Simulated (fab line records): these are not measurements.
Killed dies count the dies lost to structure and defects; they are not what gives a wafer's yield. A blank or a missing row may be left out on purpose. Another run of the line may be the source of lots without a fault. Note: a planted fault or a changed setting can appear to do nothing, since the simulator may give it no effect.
fab line records	flow sky130	part 1 of 2: steps 1 to 28 of 37
[record] lots = 5	wafers = 15	last_day = 50
route steps=708 shown LI_CONTACT@369 LOCAL_INTERCONNECT@387
lots that met no fault: from a run of the same line without faults
start_h: hours from the record's first day to the start of the lot's first wafer shown	wait_h: hours from the lot's prior step to this one	" same as the row above	L1.1+2: one row covering several wafers at once	- value missing, or start not given	* or withheld: withheld	< > ~ a bound
route shown NAME@n: a module of which the file shows steps, and the number in the route of the first	usual: mean/standard deviation of fault-free wafers	same: alike in all rows	chamber/n: place in a boat	sites: per-site readings	_std_site: standard deviation across them	_edge_site: inner sites' mean taken away from outer sites' mean	radius_mm: for every site, how far away it sits from the centre of the wafer	mask NAME#n: copy n	behind: tool/chamber where the wafer was last shaped	hold: the reason the lot was held/the length of the hold in hours/how it ended	device: the transistor (n, p or np) that didn't switch	end of line: tests run on the same wafers once the route is complete	a step without rows: its recipe alone	killed: not the wafer's yield, but the dies lost to structure and defects at the first sort	map: per-die view of a wafer (x killed, . not killed, _ where there is no die)
set.NAME: the run value of the setting; set.NAME@STEP: its run value at that earlier step	model.NAME: the simulator's own value behind a step, which no gauge read
lots at selected steps of the route; one table per step, one row per wafer
services: a tool's chamber out of use, with start hour (start_h, from the record's first day; less than 0 if before it), hours out, and reason
[[steps]]
[step SKY_LI_CONTACT_COAT_07]
[recipe] resist = KrF-thick	spin_rpm = 3000	resist_thk_nm = 450
lot.wafer	tool	chamber	start_h	wait_h
L074.1+2+3	litho_track-04	0	-	-
L075.1+2+3	litho_track-04	0	-	-
L081.1+2+5	litho_track-02	0	-	-
L096.1+4+5	litho_track-04	0	-	-
L097.3+5+6	litho_track-03	0	-	-
[step SKY_LI_CONTACT_SOFTBAKE_08]
[recipe] temp_c = 100	time_s = 90	resist = KrF-thick
lot.wafer	tool	chamber	start_h	wait_h
L074.1+2+3	litho_track-04	0	-	-
L075.1+2+3	litho_track-04	0	-	-
L081.1+2+5	litho_track-02	0	-	-
L096.1+4+5	litho_track-04	0	-	-
L097.3+5+6	litho_track-03	0	-	-
[step SKY_LI_CONTACT_EXPOSE_09]
[recipe] mask_id = LICM1	na = 0.8	source_shape = annular	sigma_inner = 0.55	sigma_outer = 0.85	target_cd_nm = 170	dose_mj = 38
[usual] focus_offset_nm = 0.0/0.52
lot.wafer	tool	chamber	start_h	wait_h	mask	focus_offset_nm
L074.1	krf_scanner-01	0	-	-	LICM1#0	0.3
L074.2	"	0	"	"	LICM1#0	0.7
L074.3	"	0	"	"	LICM1#0	0.7
L075.1	krf_scanner-02	0	-	-	LICM1#0	-0.3
L075.2	"	0	"	"	LICM1#0	-0.5
L075.3	"	0	"	"	LICM1#0	0.3
L081.1	krf_scanner-01	0	-	-	LICM1#0	-0.6
L081.2	"	0	"	"	LICM1#0	-0.2
L081.5	"	0	"	"	LICM1#0	-0.6
L096.1	krf_scanner-01	0	-	-	LICM1#0	0.1
L096.4	"	0	"	"	LICM1#0	0.2
L096.5	"	0	"	"	LICM1#0	-0.3
L097.3	krf_scanner-01	0	-	-	LICM1#0	-0.8
L097.5	"	0	"	"	LICM1#0	-1.3
L097.6	"	0	"	"	LICM1#0	-0.8
[step SKY_LI_CONTACT_PEB_10]
[recipe] peb_temp_c = withheld	peb_time_s = withheld	resist = KrF-thick
lot.wafer	tool	chamber	start_h	wait_h
L074.1+2+3	litho_track-02	0	-	-
L075.1+2+3	litho_track-04	0	-	-
L081.1+2+5	litho_track-04	0	-	-
L096.1+4+5	litho_track-04	0	-	-
L097.3+5+6	litho_track-02	0	-	-
[step SKY_LI_CONTACT_DEVELOP_11]
[recipe] develop_time_s = 60	resist = KrF-thick	dev_temp_c = 21
lot.wafer	tool	chamber	start_h	wait_h
L074.1+2+3	litho_track-02	0	-	-
L075.1+2+3	litho_track-04	0	-	-
L081.1+2+5	litho_track-04	0	-	-
L096.1+4+5	litho_track-04	0	-	-
L097.3+5+6	litho_track-02	0	-	-
[step SKY_LI_CONTACT_CD_MEAS_12]
[recipe] target_cd_nm = 170
[usual] cd_nm = 169.9/1.5
lot.wafer	tool	chamber	start_h	wait_h	cd_nm
L074.1	cd_sem-02	-	676.10	-	170.7
L074.2	"	-	"	"	171.8
L074.3	"	-	"	"	172.6
L075.1	cd_sem-02	-	686.69	-	171.5
L075.2	"	-	"	"	169.7
L075.3	"	-	"	"	168.6
L081.1	cd_sem-02	-	733.99	-	169.5
L081.2	"	-	"	"	170.4
L081.5	"	-	"	"	169.7
L096.1	cd_sem-02	-	860.94	-	169.9
L096.4	"	-	"	"	169.5
L096.5	"	-	"	"	168.4
L097.3	cd_sem-01	-	869.74	-	168.4
L097.5	"	-	"	"	168.2
L097.6	"	-	"	"	168.7
[step SKY_LI_CONTACT_OVL_MEAS_13]
[usual] LI_CONTACT_OVL = 0/5.4
lot.wafer	tool	chamber	start_h	wait_h	LI_CONTACT_OVL[nm]
L074.1	overlay-01	-	676.22	0.1	6
L074.2	"	-	"	"	5
L074.3	"	-	"	"	1
L075.1	overlay-01	-	686.81	0.1	0
L075.2	"	-	"	"	3
L075.3	"	-	"	"	5
L081.1	overlay-01	-	734.11	0.1	-5
L081.2	"	-	"	"	-4
L081.5	"	-	"	"	2
L096.1	overlay-02	-	861.06	0.1	1
L096.4	"	-	"	"	-4
L096.5	"	-	"	"	1
L097.3	overlay-01	-	869.84	0.1	8
L097.5	"	-	"	"	5
L097.6	"	-	"	"	-1
[step SKY_LI_CONTACT_ETCH_14]
[recipe] chemistry = N2/H2	target = BARC	ion_energy_ev = 200	source_w = 500	bias_w = 100	pressure_mtorr = 30	n2_flow_sccm = 100	h2_flow_sccm = 200	stop_on = SiO2	time_s = 45.9	target_depth_a = 600
[usual] drypump_motor_current_A = 5.5/0.45	oes_product_au = 0.855/0.0043	throttle_valve_pct = 13.223/0.0086
lot.wafer	tool	chamber	start_h	wait_h	drypump_motor_current_A	oes_product_au	rf_hours_counter_h	throttle_valve_pct
L074.1	rie_diel-04	3	676.26	0.0	6.2	0.859	12	13.237
L074.2	"	1	"	"	4.8	0.854	11	13.225
L074.3	"	0	"	"	5.9	0.852	10	13.234
L075.1	rie_diel-04	2	686.85	0.0	5.8	0.853	0	13.218
L075.2	"	1	"	"	4.8	0.852	11	13.225
L075.3	"	3	"	"	6.2	0.861	12	13.218
L081.1	rie_diel-01	2	734.15	0.0	5.8	0.852	18	13.238
L081.2	"	0	"	"	5.8	0.854	3	13.219
L081.5	"	1	"	"	5.1	0.855	-	13.217
L096.1	rie_diel-03	3	861.10	0.0	5.3	0.852	15	13.230
L096.4	"	3	"	"	5.3	0.846	-	13.228
L096.5	"	0	"	"	4.8	0.863	-	13.219
L097.3	rie_diel-01	2	869.86	0.0	5.8	0.855	22	13.224
L097.5	"	1	"	"	5.1	0.857	-	13.216
L097.6	"	0	"	"	5.8	0.855	-	13.224
[step SKY_LI_CONTACT_ETCH_15]
[recipe] target = PSG	chemistry = C4F8/O2/Ar	stop_on = Si	taper_deg = 4.15	mask_material = KrF-thick	source_w = 1500	bias_w = 1200	pressure_mtorr = 40	c4f8_flow_sccm = withheld	O2_flow_sccm = 6	Ar_flow_sccm = 300	time_s = withheld	target_depth_a = 6000
[usual] oes_product_au = 0.836/0.0049
lot.wafer	tool	chamber	start_h	wait_h	oes_product_au
L074.1	rie_diel-04	3	676.30	0.0	0.833
L074.2	"	1	"	"	0.838
L074.3	"	0	"	"	0.844
L075.1	rie_diel-04	2	686.89	0.0	0.836
L075.2	"	1	"	"	0.835
L075.3	"	3	"	"	0.839
L081.1	rie_diel-01	2	734.19	0.0	0.842
L081.2	"	0	"	"	0.831
L081.5	"	1	"	"	0.832
L096.1	rie_diel-03	3	861.14	0.0	0.836
L096.4	"	3	"	"	0.834
L096.5	"	0	"	"	0.840
L097.3	rie_diel-01	2	869.90	0.0	0.831
L097.5	"	1	"	"	0.841
L097.6	"	0	"	"	0.839
[step SKY_LI_CONTACT_STRIP_16]
[recipe] chemistry = O2/N2	power_w = 1400	pressure_mtorr = 1500	platen_temp_c = withheld	o2_flow_sccm = 3000	n2_flow_sccm = 300	overash_fraction = 0.5
[usual] drypump_motor_current_A = 5.91/0.25	oes_product_au = 0.376/0.0046	strip_time_to_endpoint_s = 3.50/0.035
[same] overash_fraction = 0.5
lot.wafer	tool	chamber	start_h	wait_h	drypump_motor_current_A	oes_product_au	rf_hours_counter_h	strip_time_to_endpoint_s
L074.1	plasma_asher-04	0	676.39	-	5.58	0.374	55	3.49
L074.2	"	1	"	"	6.08	0.374	55	3.47
L074.3	"	1	"	"	6.12	0.372	-	3.47
L075.1	plasma_asher-02	1	686.97	-	6.28	0.382	102	3.56
L075.2	"	0	"	"	5.90	0.382	102	3.48
L075.3	"	0	"	"	5.87	0.370	-	3.50
L081.1	plasma_asher-04	1	734.27	-	6.09	0.377	60	3.51
L081.2	"	0	"	"	5.56	0.378	60	3.56
L081.5	"	1	"	"	6.07	0.372	-	3.49
L096.1	plasma_asher-02	1	861.23	-	6.24	0.368	12	3.51
L096.4	"	0	"	"	5.85	0.384	-	3.55
L096.5	"	0	"	"	5.85	0.370	-	3.50
L097.3	plasma_asher-04	1	870.02	-	6.10	0.376	-	3.49
L097.5	"	1	"	"	6.10	0.379	-	3.50
L097.6	"	0	"	"	5.57	0.375	-	3.53
[step SKY_LI_CONTACT_CLEAN_17]
[recipe] chemistry = NMP	time_s = 600	temp_c = 60	dry = n2_spin
[usual] bath_guard_temp_C = 60.1/0.34
lot.wafer	tool	chamber	start_h	wait_h	bath_guard_temp_C
L074.1	wet_bench-03	3	676.49	0.1	60.2
L074.2	"	3	"	"	60.6
L074.3	"	3	"	"	60.6
L075.1	wet_bench-03	1	687.07	0.1	59.7
L075.2	"	1	"	"	59.6
L075.3	"	1	"	"	59.8
L081.1	wet_bench-02	1	734.37	0.1	59.9
L081.2	"	1	"	"	59.9
L081.5	"	1	"	"	60.4
L096.1	wet_bench-03	2	861.33	0.1	59.9
L096.4	"	2	"	"	60.2
L096.5	"	2	"	"	60.4
L097.3	wet_bench-02	1	870.09	0.0	60.2
L097.5	"	1	"	"	60.2
L097.6	"	1	"	"	60.6
[step SKY_LI_CONTACT_PRE_CLEAN_18]
[recipe] gas = Ar	time_s = 5.6	bias_v = 358
lot.wafer	tool	chamber	start_h	wait_h
L074.1+2+3	pvd_sputter-04	-	676.66	0.0
L075.1+2+3	pvd_sputter-02	-	687.27	0.0
L081.1+2+5	pvd_sputter-04	-	734.57	0.0
L096.1+4+5	pvd_sputter-02	-	861.50	0.0
L097.3+5+6	pvd_sputter-02	-	870.26	0.0
[step SKY_LI_CONTACT_SPUTTER_19]
[recipe] material = Ti	target_thk_nm = 20	chamber_pressure_pa = 5	power_w = 2500	substrate_temp_c = 200	time_s = 106.37
[usual] cathode_dc_power_W = 2500.1/0.46	substrate_temp_c = 199.98/0.17	throttle_valve_pct = 29.9/0.91
lot.wafer	tool	chamber	start_h	wait_h	cathode_dc_power_W	substrate_temp_c	throttle_valve_pct
L074.1	pvd_sputter-04	-	676.68	0.0	2499.7	199.86	30.3
L074.2	"	-	"	"	2499.4	200.09	30.5
L074.3	"	-	"	"	2500.4	200.29	29.0
L075.1	pvd_sputter-02	-	687.28	0.0	2499.9	200.34	30.2
L075.2	"	-	"	"	2499.6	199.76	28.1
L075.3	"	-	"	"	2499.6	200.01	30.0
L081.1	pvd_sputter-04	-	734.58	0.0	2500.2	200.00	28.8
L081.2	"	-	"	"	2499.9	199.75	30.4
L081.5	"	-	"	"	2500.1	199.99	29.7
L096.1	pvd_sputter-02	-	861.52	0.0	2500.4	199.86	28.1
L096.4	"	-	"	"	2501.0	200.06	30.3
L096.5	"	-	"	"	2499.9	199.72	28.3
L097.3	pvd_sputter-02	-	870.28	0.0	2499.9	200.09	30.3
L097.5	"	-	"	"	2500.2	199.98	31.7
L097.6	"	-	"	"	2499.9	200.05	28.2
[step SKY_LI_CONTACT_SPUTTER_20]
[recipe] material = TiN	target_thk_nm = 20	chamber_pressure_pa = 5	power_w = 4000	time_s = 80
[usual] cathode_dc_power_W = 4000.0/0.75	throttle_valve_pct = 29.9/0.89
lot.wafer	tool	chamber	start_h	wait_h	cathode_dc_power_W	throttle_valve_pct
L074.1	pvd_sputter-04	-	676.76	0.0	4000.1	30.2
L074.2	"	-	"	"	3999.6	30.2
L074.3	"	-	"	"	4000.8	28.8
L075.1	pvd_sputter-02	-	687.36	0.0	4000.6	29.9
L075.2	"	-	"	"	3999.8	28.0
L075.3	"	-	"	"	3999.1	29.9
L081.1	pvd_sputter-04	-	734.66	0.0	4000.8	29.1
L081.2	"	-	"	"	3999.9	30.0
L081.5	"	-	"	"	3998.7	29.5
L096.1	pvd_sputter-02	-	861.60	0.0	3999.9	28.1
L096.4	"	-	"	"	3999.7	30.2
L096.5	"	-	"	"	3999.6	28.0
L097.3	pvd_sputter-02	-	870.36	0.0	3999.6	30.2
L097.5	"	-	"	"	4000.7	31.7
L097.6	"	-	"	"	4000.7	28.1
[step SKY_LI_CONTACT_CVD_21]
[recipe] material = W	target_thk_nm = 400	time_s = 120.56	temp_c = 400	pressure_torr = 40
[usual] heater_power_w = 813/37
lot.wafer	tool	chamber	start_h	wait_h	heater_power_w
L074.1	cvd_w-02	1	676.84	0.0	776
L074.2	"	0	"	"	797
L074.3	"	0	"	"	810
L075.1	cvd_w-01	1	687.42	0.0	877
L075.2	"	0	"	"	775
L075.3	"	1	"	"	875
L081.1	cvd_w-02	1	734.72	0.0	798
L081.2	"	0	"	"	799
L081.5	"	0	"	"	796
L096.1	cvd_w-02	0	861.66	0.0	797
L096.4	"	0	"	"	814
L096.5	"	0	"	"	812
L097.3	cvd_w-02	1	870.48	0.1	807
L097.5	"	1	"	"	789
L097.6	"	0	"	"	806
[step SKY_LI_CONTACT_RS_MEAS_22]
[recipe] thk_meas_gauge = four-point-probe	reads = W_of_LI_CONTACT_CVD_21+TiN_of_LI_CONTACT_SPUTTER_20+Ti_of_LI_CONTACT_SPUTTER_19
[usual] LI_CONTACT_W_RS = 0.286/0.0033
lot.wafer	tool	chamber	start_h	wait_h	LI_CONTACT_W_RS[ohm/sq]
L074.1	film_metro-04	-	676.96	0.1	0.285
L074.2	"	-	"	"	0.288
L074.3	"	-	"	"	0.282
L075.1	film_metro-03	-	687.55	0.1	0.283
L075.2	"	-	"	"	0.282
L075.3	"	-	"	"	0.284
L081.1	film_metro-02	-	734.85	0.1	0.283
L081.2	"	-	"	"	0.286
L081.5	"	-	"	"	0.283
L096.1	film_metro-03	-	861.78	0.1	0.286
L096.4	"	-	"	"	0.286
L096.5	"	-	"	"	0.283
L097.3	film_metro-03	-	870.60	0.1	0.281
L097.5	"	-	"	"	0.283
L097.6	"	-	"	"	0.283
[step SKY_LI_CONTACT_THK_MEAS_23]
[recipe] thk_meas_gauge = xrf	reads = W_of_LI_CONTACT_CVD_21
[usual] LI_CONTACT_W_THK = 388/6.1
lot.wafer	tool	chamber	start_h	wait_h	LI_CONTACT_W_THK[nm]
L074.1	film_metro-04	-	677.08	0.1	392
L074.2	"	-	"	"	384
L074.3	"	-	"	"	389
L075.1	film_metro-03	-	687.67	0.1	399
L075.2	"	-	"	"	400
L075.3	"	-	"	"	398
L081.1	film_metro-02	-	734.97	0.1	384
L081.2	"	-	"	"	378
L081.5	"	-	"	"	380
L096.1	film_metro-03	-	861.90	0.1	387
L096.4	"	-	"	"	388
L096.5	"	-	"	"	393
L097.3	film_metro-03	-	870.70	0.1	391
L097.5	"	-	"	"	393
L097.6	"	-	"	"	391
[step SKY_LI_CONTACT_CMP_24]
[recipe] stop_on = PSG	t_overpolish_s = 20	down_force_psi = 3.5	platen_rpm = 60	target_thk_nm = 0	pad_velocity_m_s = 0.94248
[usual] motor_current_A = 10.9/1.2	overpolish_run_s = 20.000/0.0089	time_to_endpoint_s = 97/4.2
lot.wafer	tool	chamber	start_h	wait_h	motor_current_A	overpolish_run_s	time_to_endpoint_s
L074.1	cmp-02	1	677.14	0.1	11.6	19.990	94
L074.3	"	3	"	"	11.3	20.010	97
L074.2	"	0	"	"	9.4	19.992	97
L075.2	cmp-02	0	687.73	0.0	9.2	20.009	94
L075.1	"	2	"	"	12.9	20.000	93
L075.3	"	3	"	"	11.2	20.007	94
L081.1	cmp-01	2	735.19	0.2	9.1	19.990	94
L081.2	"	0	"	"	10.3	20.012	99
L081.5	"	3	"	"	11.9	19.989	101
L096.1	cmp-02	1	862.06	0.1	11.3	20.004	92
L096.4	"	2	"	"	12.2	19.996	97
L096.5	"	3	"	"	11.7	20.004	98
L097.3	cmp-02	0	870.89	0.2	9.5	20.007	96
L097.6	"	1	"	"	10.9	19.979	92
L097.5	"	2	"	"	12.1	19.983	93
[step SKY_LOCAL_INTERCONNECT_SPUTTER_00]
[recipe] material = TiN	target_thk_nm = 100	temp_c = 300	power_w = 6500	time_s = 83.3	chamber_pressure_pa = 0.4
[usual] cathode_dc_power_W = 6500.0/1.1	substrate_temp_c = 299.98/0.19	throttle_valve_pct = 29.9/0.89
lot.wafer	tool	chamber	start_h	wait_h	cathode_dc_power_W	substrate_temp_c	throttle_valve_pct
L074.1	pvd_sputter-02	-	677.44	0.2	6497.7	300.02	30.2
L074.2	"	-	"	"	6499.5	300.31	28.2
L074.3	"	-	"	"	6499.4	300.00	30.2
L075.1	pvd_sputter-03	-	688.03	0.1	6500.4	299.91	28.9
L075.2	"	-	"	"	6499.7	300.01	30.2
L075.3	"	-	"	"	6501.3	300.21	30.4
L081.1	pvd_sputter-02	-	735.49	0.2	6499.3	300.02	31.6
L081.2	"	-	"	"	6499.6	300.24	28.1
L081.5	"	-	"	"	6499.7	300.38	30.2
L096.1	pvd_sputter-03	-	862.26	0.1	6500.0	300.29	30.1
L096.4	"	-	"	"	6500.7	300.34	28.9
L096.5	"	-	"	"	6499.4	300.11	28.8
L097.3	pvd_sputter-02	-	871.04	0.1	6500.0	299.79	28.1
L097.5	"	-	"	"	6500.8	300.01	28.2
L097.6	"	-	"	"	6499.1	300.07	30.2
[step SKY_LOCAL_INTERCONNECT_RS_MEAS_01]
[recipe] thk_meas_gauge = four-point-probe	reads = TiN_of_LOCAL_INTERCONNECT_SPUTTER_00
[usual] LOCAL_INTERCONNECT_TIN_RS = 14.11/0.15
lot.wafer	tool	chamber	start_h	wait_h	LOCAL_INTERCONNECT_TIN_RS[ohm/sq]
L074.1	film_metro-02	-	677.50	0.0	14.14
L074.2	"	-	"	"	14.34
L074.3	"	-	"	"	14.35
L075.1	film_metro-01	-	688.09	0.0	13.82
L075.2	"	-	"	"	13.88
L075.3	"	-	"	"	13.97
L081.1	film_metro-03	-	735.56	0.0	14.08
L081.2	"	-	"	"	14.07
L081.5	"	-	"	"	13.95
L096.1	film_metro-01	-	862.33	0.0	14.05
L096.4	"	-	"	"	14.01
L096.5	"	-	"	"	14.11
L097.3	film_metro-03	-	871.14	0.1	14.16
L097.5	"	-	"	"	14.18
L097.6	"	-	"	"	13.96
[step SKY_LOCAL_INTERCONNECT_THK_MEAS_02]
[recipe] thk_meas_gauge = xrf	reads = TiN_of_LOCAL_INTERCONNECT_SPUTTER_00
[usual] LOCAL_INTERCONNECT_TIN_THK = 98.3/1
lot.wafer	tool	chamber	start_h	wait_h	LOCAL_INTERCONNECT_TIN_THK[nm]
L074.1	film_metro-02	-	677.62	0.1	97.6
L074.2	"	-	"	"	96.8
L074.3	"	-	"	"	95.9
L075.1	film_metro-01	-	688.21	0.1	99.5
L075.2	"	-	"	"	99.6
L075.3	"	-	"	"	99.0
L081.1	film_metro-03	-	735.68	0.1	98.7
L081.2	"	-	"	"	98.5
L081.5	"	-	"	"	99.7
L096.1	film_metro-01	-	862.45	0.1	98.6
L096.4	"	-	"	"	99.3
L096.5	"	-	"	"	98.6
L097.3	film_metro-03	-	871.24	0.1	97.1
L097.5	"	-	"	"	97.2
L097.6	"	-	"	"	98.8
[step SKY_LOCAL_INTERCONNECT_DEHYDRATE_03]
[recipe] temp_c = 200	time_s = 60
lot.wafer	tool	chamber	start_h	wait_h
L074.1+2+3	litho_track-01	0	691.48	13.8
L075.1+2+3	litho_track-01	0	701.68	13.5
L081.1+2+5	litho_track-04	0	748.84	13.2
L096.1+4+5	litho_track-01	0	874.88	12.4
L097.3+5+6	litho_track-04	0	883.04	11.8
[step SKY_LOCAL_INTERCONNECT_HMDS_04]
[recipe] prime_time_s = 60	prime_temp_c = 120
lot.wafer	tool	chamber	start_h	wait_h
L074.1+2+3	litho_track-01	0	691.63	0.1
L075.1+2+3	litho_track-01	0	701.83	0.1
L081.1+2+5	litho_track-04	0	748.99	0.1
L096.1+4+5	litho_track-01	0	875.03	0.1
L097.3+5+6	litho_track-04	0	883.19	0.1
[step SKY_LOCAL_INTERCONNECT_COAT_05]
[recipe] resist = BARC	temp_c = withheld	time_s = withheld	spin_rpm = 3000	resist_thk_nm = 60
lot.wafer	tool	chamber	start_h	wait_h
L074.1+2+3	litho_track-01	0	691.78	0.1
L075.1+2+3	litho_track-01	0	701.98	0.1
L081.1+2+5	litho_track-04	0	749.14	0.1
L096.1+4+5	litho_track-01	0	875.18	0.1
L097.3+5+6	litho_track-04	0	883.34	0.1
[step SKY_LOCAL_INTERCONNECT_COAT_06]
[recipe] resist = KrF-thick	spin_rpm = 3000	resist_thk_nm = 450
lot.wafer	tool	chamber	start_h	wait_h
L074.1+2+3	litho_track-01	0	-	-
L075.1+2+3	litho_track-01	0	-	-
L081.1+2+5	litho_track-04	0	-	-
L096.1+4+5	litho_track-01	0	-	-
L097.3+5+6	litho_track-04	0	-	-
[step SKY_LOCAL_INTERCONNECT_SOFTBAKE_07]
[recipe] temp_c = 100	time_s = 90	resist = KrF-thick
lot.wafer	tool	chamber	start_h	wait_h
L074.1+2+3	litho_track-01	0	-	-
L075.1+2+3	litho_track-01	0	-	-
L081.1+2+5	litho_track-04	0	-	-
L096.1+4+5	litho_track-01	0	-	-
L097.3+5+6	litho_track-04	0	-	-
[step SKY_LOCAL_INTERCONNECT_EXPOSE_08]
[recipe] mask_id = LI1M	na = 0.8	source_shape = annular	sigma_inner = 0.55	sigma_outer = 0.85	target_cd_nm = 170	dose_mj = 28
[usual] focus_offset_nm = 0.0/0.47
lot.wafer	tool	chamber	start_h	wait_h	mask	focus_offset_nm
L074.1	krf_scanner-01	0	-	-	LI1M#0	0.3
L074.2	"	0	"	"	LI1M#0	0.5
L074.3	"	0	"	"	LI1M#0	-0.1
L075.1	krf_scanner-02	0	-	-	LI1M#0	0.3
L075.2	"	0	"	"	LI1M#0	0.5
L075.3	"	0	"	"	LI1M#0	0.7
L081.1	krf_scanner-02	0	-	-	LI1M#0	-1.1
L081.2	"	0	"	"	LI1M#0	-0.3
L081.5	"	0	"	"	LI1M#0	-0.5
L096.1	krf_scanner-01	0	-	-	LI1M#0	-0.3
L096.4	"	0	"	"	LI1M#0	0.4
L096.5	"	0	"	"	LI1M#0	-0.5
L097.3	krf_scanner-01	0	-	-	LI1M#0	-0.4
L097.5	"	0	"	"	LI1M#0	0.5
L097.6	"	0	"	"	LI1M#0	-0.2
[step SKY_LOCAL_INTERCONNECT_PEB_09]
[recipe] peb_temp_c = withheld	peb_time_s = withheld	resist = KrF-thick
lot.wafer	tool	chamber	start_h	wait_h
L074.1+2+3	litho_track-04	0	-	-
L075.1+2+3	litho_track-02	0	-	-
L081.1+2+5	litho_track-02	0	-	-
L096.1+4+5	litho_track-01	0	-	-
L097.3+5+6	litho_track-04	0	-	-
